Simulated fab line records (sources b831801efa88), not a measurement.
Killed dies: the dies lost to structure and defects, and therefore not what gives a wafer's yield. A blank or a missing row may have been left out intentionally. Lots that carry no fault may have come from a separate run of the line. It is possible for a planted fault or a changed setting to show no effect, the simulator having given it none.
Struck lot and sound lot, side by side ; flow sky130 ; 22 out of 708 route steps
Sound: wafers L775.2, L775.3, L775.6. The struck wafers were L769.2, L769.4, L769.5. The cause is named last.
Per side, at each step with rows, come the tool, then ch with its chambers, and then its first start. Under that, the readings that differ: sound wafers ; struck wafers ; difference of the means ; sigmas: that difference in standard deviations of wafers without a fault.
alike: a reading whose means differ by less than 2 such deviations, as well as words and numbers matching on both sides. not compared: withheld readings; readings where some wafer has no value; bounds like >300 that might hide an equal value; numbers whose values overlap and for which the record gives no deviation.
The two part at a step that has a row with sigmas, a row that says differs or no value, or rows on one side only. Numbers that don't overlap but have no deviation are shown without sigmas and don't part them. A reading missing from all wafers of one side parts the sides only when that side holds two or more wafers.

first, 1 step without rows for these wafers: SKY_CAPM_DEVELOP_11 (develop time 60 s).
SKY_CAPM_OVL_MEAS_12:
  sound on overlay-02, day 44 01:56; struck on overlay-01, day 42 09:08
reading;sound;struck;difference;sigmas
CAPM_OVL (nm);2.2 4.6 5.4;0.0 0.0 0.7;-3.8;-3
SKY_CAPM_METAL_ETCH_13: etches TiN in Cl2/BCl3, stops on SiO2, target depth 220 nm, time 62.9 s.
  sound on rie_metal-04 ch 0,1, day 44 01:58; struck on rie_metal-03 ch 0,1, day 42 09:10
  alike: bias_w, chamber_pressure_mTorr, drypump_motor_current_A, oes_product_au, throttle_valve_pct
  not compared: rf_hours_counter_h
SKY_CAPM_STRIP_14: strips in O2/N2.
  sound on plasma_asher-01 ch 0, day 44 02:02; struck on plasma_asher-04 ch 0,1, day 42 09:14
  alike: chamber_pressure_mTorr, drypump_motor_current_A, oes_product_au, strip_time_to_endpoint_s
  not compared: rf_hours_counter_h
then, 8 steps without rows for these wafers: SKY_CAPM_STRIP_15 (strips in post etch residue remover, time 1200 s); SKY_CAPM_CLEAN_16 (cleans in IPA, time 180 s); SKY_CAPM_CLEAN_17 (cleans in O3/DIW); SKY_METAL3_DEHYDRATE_05 (time 60 s); SKY_METAL3_HMDS_06 (prime time 60 s); SKY_METAL3_COAT_07 (resist thk 60 nm); SKY_METAL3_COAT_08 (resist thk 1140 nm); SKY_METAL3_SOFTBAKE_09 (time 90 s).
SKY_METAL3_EXPOSE_10: exposes mask MM3, target cd 300 nm.
  sound on krf_scanner-02 ch 0, day 44 14:05; struck on krf_scanner-01 ch 0, day 42 21:17
reading;sound;struck;difference;sigmas
exposure_dose_mJ_cm2;27.98 27.98 28.00;27.29 27.30 27.27;-0.70;-23
  alike: mask
then, 2 steps without rows for these wafers: SKY_METAL3_PEB_11; SKY_METAL3_DEVELOP_12 (develop time 60 s).
SKY_METAL3_CD_MEAS_13: the cd target is 300 nm.
  sound on cd_sem-01, day 45 00:28; struck on cd_sem-01, day 43 08:08
reading;sound;struck;difference;sigmas
cd_nm (nm);298.5 299.1 298.4;305.4 304.8 305.1;+6.4;+4
SKY_METAL3_OVL_MEAS_14:
  sound on overlay-01, day 45 00:35; struck on overlay-02, day 43 08:14
  alike: METAL3_OVL
SKY_METAL3_DESCUM_15: chemistry O2, time 8 s.
  sound on rie_metal-02 ch 0,1, day 45 00:37; struck on rie_metal-04 ch 0, day 43 08:16
reading;sound;struck;difference;sigmas
oes_product_au (a.u.);1.011 1.001 1.009;0.996 0.981 0.991;-0.018;-2
model.METAL3.cd_nm (nm);299 299.4 298.7;305.3 304.8 305.4;+6.1;
  alike: chamber_pressure_mTorr, drypump_motor_current_A
  not compared: rf_hours_counter_h
SKY_METAL3_ETCH_16: etches BARC in N2/H2, stops on SiO2, time 88.2 s, target depth 60 nm.
  sound on rie_metal-02 ch 0,1, day 45 00:38; struck on rie_metal-04 ch 0, day 43 08:18
  alike: bias_w, chamber_pressure_mTorr, drypump_motor_current_A, oes_product_au, throttle_valve_pct
  not compared: rf_hours_counter_h
SKY_METAL3_ETCH_17: etches SiO2 in C4F8/O2/Ar, stops on TiN, time 3.9 s, target depth 15 nm.
  sound on rie_diel-01 ch 0,2, day 45 00:44; struck on rie_diel-01 ch 1,2, day 43 08:24
reading;sound;struck;difference;sigmas
model.METAL3.cd_nm (nm);299.1 299.2 298.5;303.5 303.2 304.2;+4.7;
  alike: bias_w, chamber_pressure_mTorr, oes_product_au
  not compared: rf_hours_counter_h
SKY_METAL3_METAL_ETCH_18: etches the open film in Cl2/BCl3, stops on SiO2, target depth 845 nm, time 183.1 s.
  sound on rie_metal-01 ch 1, day 45 00:45; struck on rie_metal-02 ch 0,1, day 43 08:25
  alike: bias_w, chamber_pressure_mTorr, drypump_motor_current_A, oes_product_au, throttle_valve_pct
  not compared: rf_hours_counter_h
-- the record jumps here: 6 days lie between the struck wafers' starts before and after (it left off in module METAL3 and takes up again in module PAD_OPEN, whose first step shown is number 708 of the route) --
SKY_PAD_OPEN_PROBE_99:
  the record has rows for the struck wafers here (prober-01, day 49 15:04) and none for the sound ones

## WHERE THEY PART
First at SKY_CAPM_OVL_MEAS_12; last, within this record, at SKY_PAD_OPEN_PROBE_99.

WHY: what the simulator had put in
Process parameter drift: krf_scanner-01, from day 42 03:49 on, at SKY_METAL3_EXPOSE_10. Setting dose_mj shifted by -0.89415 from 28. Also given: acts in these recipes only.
